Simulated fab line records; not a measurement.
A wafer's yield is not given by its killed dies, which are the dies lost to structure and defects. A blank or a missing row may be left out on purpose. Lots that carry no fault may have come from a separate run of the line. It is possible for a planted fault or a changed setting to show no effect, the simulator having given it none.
Which tool did it? -- flow sky130 -- 6 lots, 18 wafers sampled, at 2 steps of a route of 708

== WHAT EACH GAUGE READ, for each wafer ==
SKY_LDD_P_TW_MEAS_11.
lot,measured,on,LDD_P_TW
L819,day 19 05:51,filmMetro-02,633 634 634
L821,day 21 03:11,filmMetro-03,635 632 630
L822,day 21 23:40,filmMetro-02,635 629 632
L826,day 22 09:15,filmMetro-04,640 637 637
L832,day 24 10:47,filmMetro-03,631 629 631
L840,day 27 00:10,filmMetro-03,637 635 637

== EACH LOT AND THE TOOL THAT RAN IT (in order: tool; ch and the chambers of the sampled wafers; start) ==
lot,SKY_LDD_P_IMPLANT_09
L819,"implanter-04 ch 0, day 19 05:38"
L821,"implanter-04 ch 0, day 21 02:56"
L822,"implanter-01 ch 0, day 21 23:26"
L826,"implanter-01 ch 0, day 22 09:01"
L832,"implanter-02 ch 0, day 24 10:34"
L840,"implanter-02 ch 0, day 26 23:57"
- SKY_LDD_P_IMPLANT_09

== THE ANSWER, worked out from the rows above alone ==
Rule: the lots themselves supply what counts as usual. Put in order of their means at a reading, lots are off if they are a third of the lots or fewer, leave a main group of 4 or more, and stand apart from it by a gap of 3 or more times the standard deviation of the main group's means; of several such gaps the widest counts. Not used: any main group whose means are identical at the precision the tables above print for the reading. A lot without any number at a reading at which 4 lots or more have one is off too. Where the step has rows for the other lots, those lots are counted as sound.
None of the lots is off at any reading shown; this tells nothing.

== WHAT THE SIMULATOR HAD INSERTED ==
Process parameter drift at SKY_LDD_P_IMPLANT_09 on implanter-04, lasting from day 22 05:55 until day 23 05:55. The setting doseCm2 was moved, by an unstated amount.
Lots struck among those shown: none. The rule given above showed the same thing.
